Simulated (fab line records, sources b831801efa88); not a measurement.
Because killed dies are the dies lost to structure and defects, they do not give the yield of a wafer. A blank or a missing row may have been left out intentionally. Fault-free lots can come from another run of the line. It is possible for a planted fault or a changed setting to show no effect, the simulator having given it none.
fab line records -- flow sky130
record: lots: 5, wafers: 15, last_day: 49
route steps=708 shown CONTACT@412 METAL1@434 PAD_OPEN@708
lots with no fault: from the same line, run without faults
start_h: the number of hours between the record's first day and the start of the first shown wafer of the lot -- wait_h: time in hours since the lot's previous step -- " as in the row above -- L1.1+2: a row that stands for several wafers -- - no value present, or no start provided -- * or withheld: withheld -- < > ~ a bound
route shown NAME@n: NAME is a module with steps in the file, n the number in the route of the first one -- usual: the fault-free wafers' mean and standard deviation -- same: alike in all rows -- chamber/n: place in a boat -- sites: each site's reading -- _std_site: how widely they spread, as a standard deviation -- _edge_site: inner sites' mean taken away from outer sites' mean -- radius_mm: for every site, how far away it sits from the centre of the wafer -- mask NAME#n: copy n -- behind: the last tool/chamber to shape the wafer -- hold: reason for holding the lot/hours on hold/outcome of the hold -- device: transistor that didn't switch, given as n, p or np -- end of line: the same wafers' tests at the end of the route -- where a step has no rows: the recipe by itself -- killed: at the first sort, the dies lost to defects and structure; wafer yield is something else -- map: a wafer's dies, x killed, . not, _ none there
set.NAME: setting as actually run; set.NAME@STEP: the setting as run at that earlier step -- model.NAME: the simulator's own value behind a step, which no gauge read
lots at selected steps of the route; one table per step, one row per wafer
services: when a tool's chamber went out of use (start_h, in hours from the record's first day, below 0 if earlier), for how many hours, and the reason
== steps ==
step: SKY_CONTACT_DEHYDRATE_06
recipe: temp_c: 200, time_s: 60
step: SKY_CONTACT_HMDS_07
recipe: prime_time_s: 60, prime_temp_c: 120
step: SKY_CONTACT_COAT_08
recipe: resist: BARC, temp_c: withheld, time_s: withheld, spin_rpm: 3000, resist_thk_nm: 60
step: SKY_CONTACT_COAT_09
recipe: resist: KrF-thick, spin_rpm: 3000, resist_thk_nm: 450
step: SKY_CONTACT_SOFTBAKE_10
recipe: temp_c: 100, time_s: 90, resist: KrF-thick
step: SKY_CONTACT_EXPOSE_11
recipe: mask_id: CTM1, na: 0.8, source_shape: annular, sigma_inner: 0.55, sigma_outer: 0.85, target_cd_nm: 170, dose_mj: 38
step: SKY_CONTACT_PEB_12
recipe: peb_temp_c: withheld, peb_time_s: withheld, resist: KrF-thick
step: SKY_CONTACT_DEVELOP_13
recipe: develop_time_s: 60, resist: KrF-thick, dev_temp_c: 21
step: SKY_CONTACT_CD_MEAS_14
recipe: target_cd_nm: 170
usual: cd_nm: 170.3/1.6
lot.wafer,tool,chamber,start_h,wait_h,cd_nm
L701.1,cd_sem-02,-,810.17,-,171.9
L701.3,cd_sem-02,-,810.17,-,170.5
L701.6,cd_sem-02,-,810.17,-,172.7
L703.2,cd_sem-01,-,810.54,-,172.9
L703.3,cd_sem-01,-,810.54,-,171.7
L703.4,cd_sem-01,-,810.54,-,171.8
L702.1,cd_sem-01,-,815.31,-,170.2
L702.2,cd_sem-01,-,815.31,-,169.6
L702.4,cd_sem-01,-,815.31,-,169.0
L704.1,cd_sem-02,-,820.48,-,171.1
L704.5,cd_sem-02,-,820.48,-,170.5
L704.6,cd_sem-02,-,820.48,-,170.6
L710.1,cd_sem-02,-,855.37,-,171.7
L710.2,cd_sem-02,-,855.37,-,170.7
L710.5,cd_sem-02,-,855.37,-,170.3
step: SKY_CONTACT_OVL_MEAS_15
usual: CONTACT_OVL: -5/5.5
lot.wafer,tool,chamber,start_h,wait_h,CONTACT_OVL[nm]
L701.1,overlay-01,-,810.29,0.1,0
L701.3,overlay-01,-,810.29,0.1,1
L701.6,overlay-01,-,810.29,0.1,-4
L703.2,overlay-01,-,810.65,0.1,0
L703.3,overlay-01,-,810.65,0.1,-3
L703.4,overlay-01,-,810.65,0.1,0
L702.1,overlay-01,-,815.43,0.1,-13
L702.2,overlay-01,-,815.43,0.1,-7
L702.4,overlay-01,-,815.43,0.1,-15
L704.1,overlay-01,-,820.60,0.1,-2
L704.5,overlay-01,-,820.60,0.1,-8
L704.6,overlay-01,-,820.60,0.1,4
L710.1,overlay-02,-,855.49,0.1,-6
L710.2,overlay-02,-,855.49,0.1,-3
L710.5,overlay-02,-,855.49,0.1,-7
step: SKY_CONTACT_ETCH_16
recipe: chemistry: N2/H2, target: BARC, ion_energy_ev: 200, source_w: 500, bias_w: 100, pressure_mtorr: 30, n2_flow_sccm: 100, h2_flow_sccm: 200, stop_on: SiO2, time_s: 45.9, target_depth_a: 600
step: SKY_CONTACT_ETCH_17
recipe: target: SiO2, chemistry: C4F8/O2/Ar, stop_on: Si3N4, mask_material: KrF-thick, source_w: 1500, bias_w: 1200, pressure_mtorr: 40, c4f8_flow_sccm: withheld, O2_flow_sccm: 6, Ar_flow_sccm: 300, time_s: withheld, target_depth_a: 3400
step: SKY_CONTACT_ETCH_18
recipe: target: Si3N4, chemistry: CHF3/O2, stop_on: TiN, source_w: 600, bias_w: 200, pressure_mtorr: 40, chf3_flow_sccm: 50, O2_flow_sccm: 5, time_s: 39, target_depth_a: 750
usual: drypump_motor_current_A: 5.7/0.41, oes_product_au: 0.858/0.0093, throttle_valve_pct: 8.794/0.0095
lot.wafer,tool,chamber,start_h,wait_h,drypump_motor_current_A,oes_product_au,rf_hours_counter_h,throttle_valve_pct
L701.1,rie_diel-02,2,810,-,5.8,0.844,8,8.775
L701.3,rie_diel-02,1,810,-,5.7,0.858,11,8.812
L701.6,rie_diel-02,3,810,-,6.6,0.868,-,8.784
L703.2,rie_diel-03,2,810,-,5.8,0.850,5,8.810
L703.3,rie_diel-03,3,810,-,5.7,0.844,6,8.795
L703.4,rie_diel-03,1,810,-,5.1,0.863,14,8.817
L702.1,rie_diel-02,0,815,-,5.3,0.867,8,8.805
L702.2,rie_diel-02,1,815,-,5.8,0.870,11,8.792
L702.4,rie_diel-02,2,815,-,5.8,0.875,8,8.791
L704.1,rie_diel-01,3,820,-,5.6,0.848,19,8.804
L704.5,rie_diel-01,1,820,-,6.3,0.845,-,8.790
L704.6,rie_diel-01,0,820,-,5.4,0.846,-,8.793
L710.1,rie_diel-01,0,855,-,5.4,0.846,8,8.776
L710.2,rie_diel-01,2,855,-,5.2,0.851,14,8.794
L710.5,rie_diel-01,2,855,-,5.2,0.858,-,8.791
step: SKY_CONTACT_STRIP_19
recipe: chemistry: O2/N2, power_w: 1400, pressure_mtorr: 1500, platen_temp_c: withheld, o2_flow_sccm: 3000, n2_flow_sccm: 300, overash_fraction: 0.5
step: SKY_CONTACT_STRIP_20
recipe: chemistry: post_etch_residue_remover, time_s: 1200, temp_c: 72.5
step: SKY_CONTACT_CLEAN_21
recipe: chemistry: IPA, time_s: 180, temp_c: 25
step: SKY_CONTACT_CLEAN_22
recipe: chemistry: O3/DIW, dry: n2_spin
step: SKY_CONTACT_SPUTTER_23
recipe: material: TiN, target_thk_nm: 20, chamber_pressure_pa: 5, power_w: 4000, time_s: 80
step: SKY_CONTACT_CVD_24
recipe: material: W, target_thk_nm: 340, time_s: 102.12, temp_c: 400, pressure_torr: 40
usual: heater_power_w: 827/62
lot.wafer,tool,chamber,start_h,wait_h,heater_power_w
L701.1,cvd_w-02,1,811.18,0.0,772
L701.3,cvd_w-02,1,811.18,0.0,783
L701.6,cvd_w-02,0,811.18,0.0,899
L703.2,cvd_w-01,0,811.50,0.0,840
L703.3,cvd_w-01,0,811.50,0.0,835
L703.4,cvd_w-01,1,811.50,0.0,787
L702.1,cvd_w-02,1,816.29,0.0,766
L702.2,cvd_w-02,0,816.29,0.0,922
L702.4,cvd_w-02,1,816.29,0.0,751
L704.1,cvd_w-01,0,821.47,0.0,845
L704.5,cvd_w-01,0,821.47,0.0,829
L704.6,cvd_w-01,1,821.47,0.0,787
L710.1,cvd_w-01,1,856.36,0.0,787
L710.2,cvd_w-01,0,856.36,0.0,828
L710.5,cvd_w-01,1,856.36,0.0,809
step: SKY_CONTACT_RS_MEAS_25
recipe: thk_meas_gauge: four-point-probe, reads: W_of_CONTACT_CVD_24+TiN_of_CONTACT_SPUTTER_23
usual: CONTACT_W_RS: 0.339/0.0045
lot.wafer,tool,chamber,start_h,wait_h,CONTACT_W_RS[ohm/sq]
L701.1,film_metro-01,-,811.29,0.1,0.338
L701.3,film_metro-01,-,811.29,0.1,0.336
L701.6,film_metro-01,-,811.29,0.1,0.337
L703.2,film_metro-02,-,811.63,0.1,0.345
L703.3,film_metro-02,-,811.63,0.1,0.345
L703.4,film_metro-02,-,811.63,0.1,0.332
L702.1,film_metro-02,-,816.40,0.1,0.334
L702.2,film_metro-02,-,816.40,0.1,0.336
L702.4,film_metro-02,-,816.40,0.1,0.336
L704.1,film_metro-02,-,821.58,0.1,0.350
L704.5,film_metro-02,-,821.58,0.1,0.348
L704.6,film_metro-02,-,821.58,0.1,0.340
L710.1,film_metro-03,-,856.47,0.1,0.334
L710.2,film_metro-03,-,856.47,0.1,0.346
L710.5,film_metro-03,-,856.47,0.1,0.332
step: SKY_CONTACT_THK_MEAS_26
recipe: thk_meas_gauge: xrf, reads: W_of_CONTACT_CVD_24
usual: CONTACT_W_THK: 331/4.9
lot.wafer,tool,chamber,start_h,wait_h,CONTACT_W_THK[nm]
L701.1,film_metro-01,-,811.41,0.1,334
L701.3,film_metro-01,-,811.41,0.1,337
L701.6,film_metro-01,-,811.41,0.1,332
L703.2,film_metro-02,-,811.74,0.1,324
L703.3,film_metro-02,-,811.74,0.1,324
L703.4,film_metro-02,-,811.74,0.1,333
L702.1,film_metro-02,-,816.52,0.1,333
L702.2,film_metro-02,-,816.52,0.1,332
L702.4,film_metro-02,-,816.52,0.1,330
L704.1,film_metro-02,-,821.70,0.1,319
L704.5,film_metro-02,-,821.70,0.1,320
L704.6,film_metro-02,-,821.70,0.1,327
L710.1,film_metro-03,-,856.59,0.1,339
L710.2,film_metro-03,-,856.59,0.1,326
L710.5,film_metro-03,-,856.59,0.1,343
step: SKY_CONTACT_CMP_27
recipe: stop_on: SiO2, t_overpolish_s: 15, down_force_psi: 3.5, platen_rpm: 60, target_thk_nm: 0, pad_velocity_m_s: 0.94248
usual: motor_current_A: 11.0/0.94, overpolish_run_s: 15.000/0.0094, time_to_endpoint_s: 80/4.9
lot.wafer,tool,chamber,start_h,wait_h,motor_current_A,overpolish_run_s,time_to_endpoint_s
L701.3,cmp-02,1,811.47,0.0,11.0,14.977,87
L701.1,cmp-02,2,811.47,0.0,10.9,15.005,78
L701.6,cmp-02,2,811.47,0.0,11.0,14.998,76
L703.3,cmp-01,1,811.79,0.0,12.3,15.006,77
L703.2,cmp-01,2,811.79,0.0,9.9,14.999,87
L703.4,cmp-01,0,811.79,0.0,10.0,14.989,85
L702.4,cmp-02,1,816.58,0.0,10.9,15.016,84
L702.1,cmp-02,2,816.58,0.0,11.2,14.995,76
L702.2,cmp-02,3,816.58,0.0,11.7,15.006,75
L704.1,cmp-02,1,821.81,0.1,11.1,15.012,81
L704.6,cmp-02,0,821.81,0.1,9.7,15.001,77
L704.5,cmp-02,1,821.81,0.1,10.4,14.998,84
L710.2,cmp-02,0,856.75,0.1,9.7,14.995,74
L710.1,cmp-02,1,856.75,0.1,10.8,14.995,83
L710.5,cmp-02,2,856.75,0.1,11.3,15.000,78
step: SKY_METAL1_SPUTTER_00
recipe: material: Ti, target_thk_nm: 15, power_w: 3000, time_s: 10, chamber_pressure_pa: 0.4
usual: chamber_pressure_pa: 0.4001/0.00078, throttle_valve_pct: 29.9/0.89
lot.wafer,tool,chamber,start_h,wait_h,chamber_pressure_pa,throttle_valve_pct
L701.1,pvd_sputter-03,-,811.77,0.2,0.4005,30.3
L701.3,pvd_sputter-03,-,811.77,0.2,0.3990,28.6
L701.6,pvd_sputter-03,-,811.77,0.2,0.3999,30.3
L703.2,pvd_sputter-02,-,812.09,0.2,0.4001,30.5
L703.3,pvd_sputter-02,-,812.09,0.2,0.4013,28.0
L703.4,pvd_sputter-02,-,812.09,0.2,0.4001,30.0
L702.1,pvd_sputter-02,-,816.88,0.2,0.4006,28.1
L702.2,pvd_sputter-02,-,816.88,0.2,0.3995,29.6
L702.4,pvd_sputter-02,-,816.88,0.2,0.3993,30.6
L704.1,pvd_sputter-01,-,822.06,0.2,0.4016,30.1
L704.5,pvd_sputter-01,-,822.06,0.2,0.4005,30.8
L704.6,pvd_sputter-01,-,822.06,0.2,0.4001,30.0
L710.1,pvd_sputter-02,-,856.95,0.1,0.3998,30.0
L710.2,pvd_sputter-02,-,856.95,0.1,0.3995,30.7
L710.5,pvd_sputter-02,-,856.95,0.1,0.3999,27.9
step: SKY_METAL1_SPUTTER_01
recipe: material: TiN, target_thk_nm: 20, power_w: 6500, time_s: 16.7, chamber_pressure_pa: 0.4
step: SKY_METAL1_SPUTTER_02
recipe: material: AlCu, target_thk_nm: 250, power_w: 10600, time_s: 13.3, chamber_pressure_pa: 0.4
usual: chamber_pressure_pa: 0.4000/0.00073, throttle_valve_pct: 29.9/0.9
lot.wafer,tool,chamber,start_h,wait_h,chamber_pressure_pa,throttle_valve_pct
L701.1,pvd_sputter-03,-,811.82,0.0,0.4007,30.3
L701.3,pvd_sputter-03,-,811.82,0.0,0.3993,28.3
L701.6,pvd_sputter-03,-,811.82,0.0,0.4005,30.4
L703.2,pvd_sputter-02,-,812.14,0.0,0.3987,30.6
L703.3,pvd_sputter-02,-,812.14,0.0,0.4003,28.0
L703.4,pvd_sputter-02,-,812.14,0.0,0.3995,30.1
L702.1,pvd_sputter-02,-,816.93,0.0,0.3990,28.0
L702.2,pvd_sputter-02,-,816.93,0.0,0.3999,30.0
L702.4,pvd_sputter-02,-,816.93,0.0,0.4005,30.6
L704.1,pvd_sputter-01,-,822.10,0.0,0.3996,30.2
L704.5,pvd_sputter-01,-,822.10,0.0,0.4004,30.5
L704.6,pvd_sputter-01,-,822.10,0.0,0.3996,30.3
L710.1,pvd_sputter-02,-,857.00,0.0,0.3996,30.1
L710.2,pvd_sputter-02,-,857.00,0.0,0.3988,30.4
L710.5,pvd_sputter-02,-,857.00,0.0,0.3987,28.1
step: SKY_METAL1_SPUTTER_03
recipe: material: Ti, target_thk_nm: 5, power_w: 3000, time_s: 3.3, chamber_pressure_pa: 0.4
usual: chamber_pressure_pa: 0.4002/0.00085, throttle_valve_pct: 29.9/0.89
lot.wafer,tool,chamber,start_h,wait_h,chamber_pressure_pa,throttle_valve_pct
L701.1,pvd_sputter-03,-,811.85,0.0,0.4009,30.1
L701.3,pvd_sputter-03,-,811.85,0.0,0.3998,28.5
L701.6,pvd_sputter-03,-,811.85,0.0,0.4000,30.3
L703.2,pvd_sputter-02,-,812.17,0.0,0.3993,30.6
L703.3,pvd_sputter-02,-,812.17,0.0,0.3999,28.2
L703.4,pvd_sputter-02,-,812.17,0.0,0.3996,30.2
L702.1,pvd_sputter-02,-,816.96,0.0,0.4004,28.5
L702.2,pvd_sputter-02,-,816.96,0.0,0.3989,29.5
L702.4,pvd_sputter-02,-,816.96,0.0,0.3994,30.4
L704.1,pvd_sputter-01,-,822.13,0.0,0.4004,30.1
L704.5,pvd_sputter-01,-,822.13,0.0,0.3992,30.9
L704.6,pvd_sputter-01,-,822.13,0.0,0.4009,30.3
L710.1,pvd_sputter-02,-,857.02,0.0,0.4013,30.1
L710.2,pvd_sputter-02,-,857.02,0.0,0.4006,30.6
L710.5,pvd_sputter-02,-,857.02,0.0,0.4000,28.2
step: SKY_METAL1_SPUTTER_04
recipe: material: TiN, target_thk_nm: 70, power_w: 6500, time_s: 58.3, chamber_pressure_pa: 0.4
step: SKY_METAL1_RS_MEAS_05
recipe: thk_meas_gauge: four-point-probe, reads: TiN_of_METAL1_SPUTTER_04+Ti_of_METAL1_SPUTTER_03+AlCu_of_METAL1_SPUTTER_02+TiN_of_METAL1_SPUTTER_01+Ti_of_METAL1_SPUTTER_00
usual: METAL1_ALCU_RS: 0.1264/0.0012
lot.wafer,tool,chamber,start_h,wait_h,METAL1_ALCU_RS[ohm/sq]
L701.1,film_metro-01,-,811.91,0.0,0.1259
L701.3,film_metro-01,-,811.91,0.0,0.1256
L701.6,film_metro-01,-,811.91,0.0,0.1262
L703.2,film_metro-02,-,812.25,0.0,0.1250
L703.3,film_metro-02,-,812.25,0.0,0.1262
L703.4,film_metro-02,-,812.25,0.0,0.1259
L702.1,film_metro-04,-,817.02,0.0,0.1263
L702.2,film_metro-04,-,817.02,0.0,0.1265
L702.4,film_metro-04,-,817.02,0.0,0.1272
L704.1,film_metro-01,-,822.20,0.0,0.1285
L704.5,film_metro-01,-,822.20,0.0,0.1277
L704.6,film_metro-01,-,822.20,0.0,0.1274
L710.1,film_metro-04,-,857.09,0.0,0.1254
L710.2,film_metro-04,-,857.09,0.0,0.1248
L710.5,film_metro-04,-,857.09,0.0,0.1253
step: SKY_METAL1_THK_MEAS_06
recipe: thk_meas_gauge: xrf, reads: AlCu_of_METAL1_SPUTTER_02
usual: METAL1_ALCU_THK: 249.2/2.6
lot.wafer,tool,chamber,start_h,wait_h,METAL1_ALCU_THK[nm]
L701.1,film_metro-01,-,812.03,0.1,249.2
L701.3,film_metro-01,-,812.03,0.1,251.8
L701.6,film_metro-01,-,812.03,0.1,250.4
L703.2,film_metro-02,-,812.36,0.1,253.4
L703.3,film_metro-02,-,812.36,0.1,251.0
L703.4,film_metro-02,-,812.36,0.1,250.9
L702.1,film_metro-04,-,817.14,0.1,249.5
L702.2,film_metro-04,-,817.14,0.1,248.9
L702.4,film_metro-04,-,817.14,0.1,247.4
L704.1,film_metro-01,-,822.32,0.1,244.2
L704.5,film_metro-01,-,822.32,0.1,247.7
L704.6,film_metro-01,-,822.32,0.1,249.7
L710.1,film_metro-04,-,857.21,0.1,248.9
L710.2,film_metro-04,-,857.21,0.1,249.6
L710.5,film_metro-04,-,857.21,0.1,249.0
step: SKY_METAL1_DEHYDRATE_07
recipe: temp_c: 200, time_s: 60
step: SKY_METAL1_HMDS_08
recipe: prime_time_s: 60, prime_temp_c: 120
step: SKY_METAL1_COAT_09
recipe: resist: BARC, temp_c: withheld, time_s: withheld, spin_rpm: 3000, resist_thk_nm: 60
step: SKY_METAL1_COAT_10
recipe: resist: KrF-thick, spin_rpm: 3000, resist_thk_nm: 450
step: SKY_METAL1_SOFTBAKE_11
recipe: temp_c: 101.1, time_s: 90, resist: KrF-thick
step: SKY_METAL1_EXPOSE_12
recipe: mask_id: MM1, na: 0.8, source_shape: annular, sigma_inner: 0.55, sigma_outer: 0.85, target_cd_nm: 140, dose_mj: 28
step: SKY_METAL1_PEB_13
recipe: peb_temp_c: withheld, peb_time_s: withheld, resist: KrF-thick
step: SKY_METAL1_DEVELOP_14
recipe: develop_time_s: 60, resist: KrF-thick, dev_temp_c: 21
step: SKY_METAL1_CD_MEAS_15
recipe: target_cd_nm: 140
usual: cd_nm: 139.8/1.8
lot.wafer,tool,chamber,start_h,wait_h,cd_nm
L701.1,cd_sem-01,-,838.32,-,140.2
L701.3,cd_sem-01,-,838.32,-,142.2
L701.6,cd_sem-01,-,838.32,-,141.6
L703.2,cd_sem-02,-,838.35,-,142.9
L703.3,cd_sem-02,-,838.35,-,142.7
L703.4,cd_sem-02,-,838.35,-,142.2
L702.1,cd_sem-02,-,843.53,-,137.8
L702.2,cd_sem-02,-,843.53,-,137.0
L702.4,cd_sem-02,-,843.53,-,136.5
L704.1,cd_sem-02,-,848.37,-,140.8
L704.5,cd_sem-02,-,848.37,-,140.9
L704.6,cd_sem-02,-,848.37,-,141.2
L710.1,cd_sem-02,-,882.97,-,138.6
L710.2,cd_sem-02,-,882.97,-,137.5
L710.5,cd_sem-02,-,882.97,-,138.7
step: SKY_METAL1_OVL_MEAS_16
usual: METAL1_OVL: 6/6.2
lot.wafer,tool,chamber,start_h,wait_h,METAL1_OVL[nm]
L701.1,overlay-01,-,838.44,0.1,14
L701.3,overlay-01,-,838.44,0.1,2
L701.6,overlay-01,-,838.44,0.1,1
L703.2,overlay-02,-,838.46,0.1,11
L703.3,overlay-02,-,838.46,0.1,15
L703.4,overlay-02,-,838.46,0.1,11
L702.1,overlay-02,-,843.65,0.1,1
L702.2,overlay-02,-,843.65,0.1,12
L702.4,overlay-02,-,843.65,0.1,9
L704.1,overlay-01,-,848.49,0.1,2
L704.5,overlay-01,-,848.49,0.1,8
L704.6,overlay-01,-,848.49,0.1,0
L710.1,overlay-02,-,883.09,0.1,5
L710.2,overlay-02,-,883.09,0.1,-2
L710.5,overlay-02,-,883.09,0.1,0
step: SKY_METAL1_DESCUM_17
recipe: chemistry: O2, source_power_w: 150, bias_power_w: 0, pressure_mtorr: 10, temp_c: 40, time_s: 8
step: SKY_METAL1_ETCH_18
recipe: chemistry: N2/H2, target: BARC, ion_energy_ev: 200, bias_w: 100, pressure_mtorr: 30, n2_flow_sccm: 100, h2_flow_sccm: 200, icp_w: 500, stop_on: SiO2, time_s: 45.9, target_depth_a: 600
step: SKY_METAL1_METAL_ETCH_19
recipe: target_depth_a: 3600, stop_on: SiO2, over_etch_frac: 0.3, time_s: 78, chemistry: Cl2/BCl3, resist_sidewall_deg: 88, pressure_mtorr: 10, icp_w: 900, bias_w: 48.5, Cl2_flow_sccm: 60, bcl3_flow_sccm: 30
step: SKY_PAD_OPEN_PROBE_99
usual: killed_at_M0_to_M3: 44/6.8, killed_at_M4_up: 3.1/1.8, killed_at_contacts: 25/5.2, killed_at_front_end: 15/4.1, killed_at_other: 0.3/0.62, killed_dies: 88/9.4, killed_open: 48/7.1, killed_short: 40/6.1
same: gross_dies: 492, killed_at_back_side: 0
lot.wafer,tool,chamber,start_h,wait_h,killed_at_M0_to_M3,killed_at_M4_up,killed_at_contacts,killed_at_front_end,killed_at_other,killed_dies,killed_open,killed_short
L701.1,prober-02,-,1130.83,0.1,47,3,23,8,0,81,45,36
L701.3,prober-02,-,1130.93,0.2,49,1,27,13,0,90,58,32
L701.6,prober-02,-,1131.08,0.2,46,2,33,10,3,94,50,44
L704.1,prober-01,-,1141.11,0.1,34,3,34,11,1,83,46,37
L704.5,prober-01,-,1141.31,0.2,48,2,30,22,0,102,55,47
L704.6,prober-01,-,1141.36,0.2,40,4,38,13,0,95,56,39
L710.1,prober-01,-,1164.10,0.1,43,4,72,18,0,137,52,35
L710.2,prober-01,-,1164.15,0.1,50,4,25,24,1,104,57,46
L710.5,prober-01,-,1164.30,0.2,43,4,21,18,0,86,48,38
killed by level:class
L701.1 VIA1:geometric_particle:open=16 LI_CONTACT:geometric_particle:open=7 CONTACT:geometric_particle:open=7 METAL2:geometric_particle:short=7 VIA2:geometric_particle:open=7 VIA1:geometric_particle:short=5 CONTACT:geometric_particle:short=4 VIA3:geometric_particle:open=4
L701.3 VIA1:geometric_particle:open=15 CONTACT:geometric_particle:open=13 VIA2:geometric_particle:open=12 VIA1:geometric_particle:short=7 CONTACT:geometric_particle:short=6 LI_CONTACT:geometric_particle:open=5 FIELD_ISO:geometric_particle:open=4 METAL1:geometric_particle:short=4
L701.6 CONTACT:geometric_particle:open=10 VIA1:geometric_particle:open=10 VIA2:geometric_particle:open=9 CONTACT:geometric_particle:short=9 METAL2:geometric_particle:short=7 LI_CONTACT:geometric_particle:open=6 METAL1:geometric_particle:short=5 VIA1:geometric_particle:short=5
L704.1 CONTACT:geometric_particle:open=10 LI_CONTACT:geometric_particle:open=9 CONTACT:geometric_particle:short=7 VIA1:geometric_particle:open=6 VIA2:geometric_particle:open=6 FIELD_ISO:geometric_particle:short=4 LOCAL_INTERCONNECT:geometric_particle:short=4 METAL2:geometric_particle:short=4
L704.5 LI_CONTACT:geometric_particle:open=9 VIA3:geometric_particle:open=8 VIA1:geometric_particle:open=8 CONTACT:geometric_particle:open=8 VIA2:geometric_particle:open=8 FIELD_ISO:geometric_particle:short=7 LOCAL_INTERCONNECT:geometric_particle:short=7 METAL1:geometric_particle:short=6
L704.6 CONTACT:geometric_particle:open=12 VIA1:geometric_particle:open=11 LI_CONTACT:geometric_particle:open=10 CONTACT:geometric_particle:short=8 LOCAL_INTERCONNECT:geometric_particle:short=6 VIA2:geometric_particle:open=5 VIA3:geometric_particle:open=5 VIA3:geometric_particle:short=4
L710.1 CONTACT:unspecified=48 VIA2:geometric_particle:open=10 CONTACT:geometric_particle:open=9 LI_CONTACT:geometric_particle:open=8 METAL1:geometric_particle:short=8 VIA1:geometric_particle:open=7 POLY_GATE:geometric_particle:open=5 FIELD_ISO:geometric_particle:short=4
L710.2 VIA1:geometric_particle:open=11 CONTACT:geometric_particle:open=9 VIA2:geometric_particle:open=9 FIELD_ISO:geometric_particle:open=8 VIA3:geometric_particle:open=7 METAL1:geometric_particle:short=6 FIELD_ISO:geometric_particle:short=5 LI_CONTACT:geometric_particle:open=5
L710.5 VIA1:geometric_particle:open=13 VIA2:geometric_particle:open=9 VIA3:geometric_particle:open=8 FIELD_ISO:geometric_particle:short=7 LI_CONTACT:geometric_particle:open=4 LI_CONTACT:geometric_particle:short=4 VIA1:geometric_particle:short=4 LOCAL_INTERCONNECT:geometric_particle:short=4
map L710.1 (x killed, . not)
__________x.....x..._________
________.x............_______
______......x..........._____
_____x....xx.x..x...x.x..____
____x.........xx........xx___
___.............x.........x__
__...x........x...........x._
_.xx.x..x....x.........xxx...
_...x..xx..x..x..x.....x.....
_.....x.x........x...x.....x.
_...............x..xx.x......
_.xxx...............x.xx.x.x.
_x.......x.x.........x.xxxx..
_.........x.....x..xxxxxxxxx.
_...........xx.x.x.xxxxxxxx..
__..x........x..x..xxxxxxxxx_
___.x.........x...xxxxxxxxx__
____.xx...x.x....xxxxxxxxx___
_____x.....x......xx.xxxx____
______....x............x_____
________x..x.......x.x_______
__________xx.....x.._________
map L704.5 (x killed, . not)
__________....x....._________
________...x.......x.._______
______....x.x..x........_____
_____.....x..x.......x...____
____.....xx.xx........x...___
___...x.......x..xxx.....x.__
__.x...x.....x.xxx.x.....x.._
_.xxx..x.....x........x...x.x
_x......x..x...........x.....
_.x...x..........x.....x..xx.
_...........x...........x....
_..x...x..xx..x..............
_....x........xx........x.x.x
_.x......x..x...x....x..xx...
_......x....xx..x...x.......x
__........x..x...xxx....x..x_
___................x.xxx.x.__
____xx..x.....x..x..xx....___
_____...x.....x....xx...x____
______x....xx.........x._____
________....x........._______
__________x........._________
== services ==
tool,chamber,start_h,hours,kind
cvd_w-01,-,789.59,0.8,repair
cvd_w-01,-,794.94,1.8,repair
rie_diel-01,1,797.46,1.7,repair
rie_diel-01,3,808.18,6.1,repair
pvd_sputter-01,-,812.03,4.0,repair
cmp-01,-,819.02,3.5,pm
cvd_w-01,1,831.61,6.7,repair
pvd_sputter-01,3,832.59,-,consumable_replace:kit
pvd_sputter-01,3,832.59,18.0,scheduled_down
pvd_sputter-01,3,832.59,18.0,vent_cycle
rie_diel-01,1,843.35,7.5,repair
rie_diel-01,0,846.48,5.1,repair
pvd_sputter-03,0,853.61,-,consumable_replace:kit
pvd_sputter-03,0,853.61,18.0,scheduled_down
pvd_sputter-03,0,853.61,18.0,vent_cycle
== key ==
first_sign: step: SKY_PAD_OPEN_PROBE_99, reading: killed_at_contacts, direction: up, sigmas: 9.1, usual: 25, struck: 72
effect: step: SKY_PAD_OPEN_PROBE_99, reading: killed_dies, direction: up, sigmas: 5.3, usual: 88, struck: 137
met_at SKY_CONTACT_ETCH_18
struck_wafers L710.1
tester_left_out L710
onset_between 820 855
fault: kind: chamber_particle_source, tool: rie_diel-01, chamber: 0, onset_h: 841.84, steps: SKY_CONTACT_ETCH_18, rate_per_visit_cm2: 0.65765, end_h: 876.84
tester_left_out: of these lots the tester's yield and bins aren't shown, on N5 and GAA mostly nor the transistor test; their killed dies are dies lost to structure and defects alone, not to doping, threshold or leakage, so they don't give the yield
